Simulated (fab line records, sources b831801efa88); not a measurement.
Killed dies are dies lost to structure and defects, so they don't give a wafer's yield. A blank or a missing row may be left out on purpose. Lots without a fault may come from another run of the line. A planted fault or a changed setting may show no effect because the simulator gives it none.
A struck lot beside a sound one | flow sky130 | 19 steps out of a route of 708
Sound: wafers L704.1, L704.2, L704.4. Struck: wafers L710.1, L710.4, L710.5. The cause comes at the end.
At each step with rows: each side's tool, then ch and its chambers, then its first start. Under that, the readings that differ: sound wafers | struck wafers | difference of the means | sigmas: that difference in standard deviations of wafers without a fault.
alike: readings whose means differ by less than 2 such deviations, and words and numbers that are the same on both sides. not compared: withheld readings, readings that some wafer has no value for, bounds like >300 that may hide the same value, and numbers for which the record gives no deviation and whose values overlap.
The two part at a step that has a row with sigmas, a row that says differs or no value, or rows on one side only. Numbers that don't overlap but have no deviation are shown without sigmas and don't part them. A reading that every wafer of one side lacks parts them only if that side has two wafers or more.

first, 4 steps without rows for these wafers: SKY_VT_ADJUST_LVTN_SOFTBAKE_14 (time 60 s); SKY_VT_ADJUST_LVTN_EXPOSE_15 (exposes mask HVN STD DERIVED, target cd 600 nm); SKY_VT_ADJUST_LVTN_PEB_16; SKY_VT_ADJUST_LVTN_DEVELOP_17 (develop time 60 s).
SKY_VT_ADJUST_LVTN_OVL_MEAS_18:
  sound on overlay-02, day 9 20:04; struck on overlay-01, day 11 11:59
  alike: VT_ADJUST_LVTN_01_OVL
then, 1 step without rows for these wafers: SKY_VT_ADJUST_LVTN_IMPLANT_19.
SKY_VT_ADJUST_LVTN_STRIP_20: strips in O2/N2.
  sound on plasma_asher-04 ch 0,1, day 9 20:15; struck on plasma_asher-03 ch 0,1, day 11 12:10
  alike: drypump_motor_current_A, oes_product_au, strip_time_to_endpoint_s
  not compared: rf_hours_counter_h
SKY_VT_ADJUST_LVTN_TW_MEAS_21:
  sound on film_metro-01, day 9 20:21; struck on film_metro-03, day 11 12:16
  alike: VT_ADJUST_LVTN_2_TW
then, 4 steps without rows for these wafers: SKY_VT_ADJUST_NCORE_DEHYDRATE_00 (time 60 s); SKY_VT_ADJUST_NCORE_HMDS_01 (prime time 60 s); SKY_VT_ADJUST_NCORE_COAT_02 (resist thk 1140 nm); SKY_VT_ADJUST_NCORE_SOFTBAKE_03 (time 60 s).
SKY_VT_ADJUST_NCORE_EXPOSE_04: exposes mask LVTN COMPLEMENT THIN, target cd 380 nm.
  sound on iline_stepper-02 ch 0, day 10 07:28; struck on iline_stepper-02 ch 0, day 12 00:19
  reading                                 | sound             | struck               | difference | sigmas
  model.VT_ADJUST_NCORE.overlay_x_nm (nm) | 0.799 0.799 0.799 | -123.3 -123.3 -123.3 | -124.1     |
  alike: mask
then, 2 steps without rows for these wafers: SKY_VT_ADJUST_NCORE_PEB_05; SKY_VT_ADJUST_NCORE_DEVELOP_06 (develop time 60 s).
SKY_VT_ADJUST_NCORE_CD_MEAS_07: target cd 380 nm.
  sound on cd_sem-01, day 10 18:35; struck on cd_sem-01, day 12 12:23
  alike: cd_nm
SKY_VT_ADJUST_NCORE_OVL_MEAS_08:
  sound on overlay-02, day 10 18:42; struck on overlay-01, day 12 12:30
  reading                  | sound       | struck               | difference | sigmas
  VT_ADJUST_NCORE_OVL (nm) | 3.0 1.4 1.3 | -124.8 -123.8 -124.3 | -126.2     | -79
then, 1 step without rows for these wafers: SKY_VT_ADJUST_NCORE_IMPLANT_09.
-- the record jumps here: 37 days lie between the struck wafers' starts before and after (it left off in module VT_ADJUST_NCORE and takes up again in module PAD_OPEN, whose first step shown is number 708 of the route) --
SKY_PAD_OPEN_PROBE_99:
  sound on prober-01, day 47 14:59; struck on prober-01, day 49 06:23
  reading                                | sound             | struck            | difference | sigmas
  model.etest.sram_nfet_pass.drive_ua_um | 516.3 523.3 520.1 | 487.1 498.3 499.4 | -25.0      |
  alike: killed_at_M0_to_M3, killed_at_M4_up, killed_at_contacts, killed_at_front_end, killed_at_other, killed_dies, killed_open, killed_short
  not compared: model.etest.sram_nfet_pass.off_log10_a_um, model.etest.sram_nfet_pass.vt_sat_v, model.etest.sram_nfet_pass.vt_v

WHERE THEY PART
Only at SKY_VT_ADJUST_NCORE_OVL_MEAS_08, within this record. Later steps at which nothing parts them and some readings are alike: SKY_PAD_OPEN_PROBE_99.

WHY: what the simulator had put in
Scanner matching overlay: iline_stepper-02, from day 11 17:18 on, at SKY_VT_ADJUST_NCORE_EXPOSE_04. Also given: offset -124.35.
